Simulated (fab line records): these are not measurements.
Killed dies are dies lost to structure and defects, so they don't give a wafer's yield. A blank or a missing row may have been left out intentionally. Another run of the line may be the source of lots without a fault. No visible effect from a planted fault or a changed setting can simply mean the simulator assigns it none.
Which tool did it?    flow sky130    11 lots, 33 wafers sampled, at 3 steps of a route of 708

== WHAT THE GAUGES READ, wafer by wafer ==
SKY_LDD_P_CD_MEAS_07: the cd target is 380 nm. Usual: cd_nm reads 380.6 nm (standard deviation 2.3).
lot   measured      on         cd_nm (nm)         flag
L350  day 19 06:14  cd_sem-02  379.9 378.8 381.7  
L351  day 19 14:35  cd_sem-02  380.8 378.5 379.4  
L352  day 20 12:25  cd_sem-02  378.5 379.3 380.5  
L354  day 21 01:49  cd_sem-01  376.0 379.0 378.1  
L353  day 21 02:27  cd_sem-01  377.8 378.4 380.2  
L357  day 22 02:46  cd_sem-02  381.3 382.7 381.8  
L365  day 24 18:34  cd_sem-02  377.6 379.4 378.3  
L366  day 25 21:34  cd_sem-02  380.4 380.1 381.2  
L369  day 26 03:34  cd_sem-01  385.5 383.9 385.5  
L370  day 26 08:29  cd_sem-02  381.0 379.8 378.4  
L372  day 27 03:19  cd_sem-01  387.7 382.5 382.2  

SKY_LDD_HVP_OVL_MEAS_07. Usual: LDD_HVP_OVL gives 0.1 nm (standard deviation 1.5).
lot   measured      on          LDD_HVP_OVL (nm)  flag
L350  day 21 19:56  overlay-02  2.5 2.1 0.6       
L351  day 22 03:59  overlay-02  0.7 0.3 2.2       
L352  day 23 01:56  overlay-01  2.2 1.1 1.9       
L354  day 23 14:53  overlay-01  0.9 0.5 -0.2      
L353  day 23 15:47  overlay-01  1.9 2.5 1.6       
L357  day 24 16:01  overlay-02  1.0 2.5 0.7       
L365  day 27 05:56  overlay-01  0.2 0.6 -0.5      
L366  day 28 07:08  overlay-01  -0.1 -0.7 -2.2    
L369  day 28 12:35  overlay-01  -1.7 -1.2 0.9     
L370  day 28 17:31  overlay-02  -1.4 0.0 0.4      
L372  day 29 12:19  overlay-01  1.0 -0.3 -2.4     

SKY_LI_CONTACT_RS_MEAS_22: measures by four-point-probe. Usual: LI_CONTACT_W_RS gives 0.284 ohm/sq (standard deviation 0.0035).
lot   measured      on             LI_CONTACT_W_RS (ohm/sq)  flag
L350  day 29 08:45  film_metro-02  0.283 0.284 0.281         
L351  day 29 16:34  film_metro-02  0.286 0.282 0.285         
L352  day 30 11:43  film_metro-02  0.281 0.283 0.283         
L354  day 30 23:00  film_metro-01  0.288 0.289 0.288         
L353  day 31 00:57  film_metro-03  0.287 0.288 0.285         
L357  day 32 03:21  film_metro-01  0.289 0.292 0.291         
L365  day 34 09:04  film_metro-02  0.277 0.281 0.279         
L366  day 35 07:37  film_metro-03  0.283 0.286 0.283         
L369  day 35 15:34  film_metro-02  0.290 0.289 0.290         
L370  day 35 22:32  film_metro-03  0.280 0.283 0.283         
L372  day 36 10:30  film_metro-03  0.284 0.283 0.279         

== TOOL THAT RAN EACH LOT (tool first, then ch and the chambers of the sampled wafers, then the start) ==
Before these readings, the record contains no process step.

== WHAT THE TOOLS THEMSELVES READ (means of the sampled wafers that have a number; where no wafer has one, the mark that the record gives instead) ==
The record holds no such reading with a usual standard deviation.

== THE ANSWER, worked out from the rows above alone ==
Rule: take the mean of a lot's wafers that have a number; if it is more than 3 standard deviations from the usual mean, the lot is off. A lot without any number at a reading at which 4 lots or more have one is off too. Any other lot the step has rows for is counted as sound. Order of review: gauges by route order, followed by the tools' own readings, for which a lot's mean as printed above is used. The first step at which some lot is off is used, and at that step the reading that is off furthest; a lot without a number counts as furthest.
Nothing can be told from this: no lot is off at any reading shown.

== WHAT WAS PUT IN BY THE SIMULATOR ==
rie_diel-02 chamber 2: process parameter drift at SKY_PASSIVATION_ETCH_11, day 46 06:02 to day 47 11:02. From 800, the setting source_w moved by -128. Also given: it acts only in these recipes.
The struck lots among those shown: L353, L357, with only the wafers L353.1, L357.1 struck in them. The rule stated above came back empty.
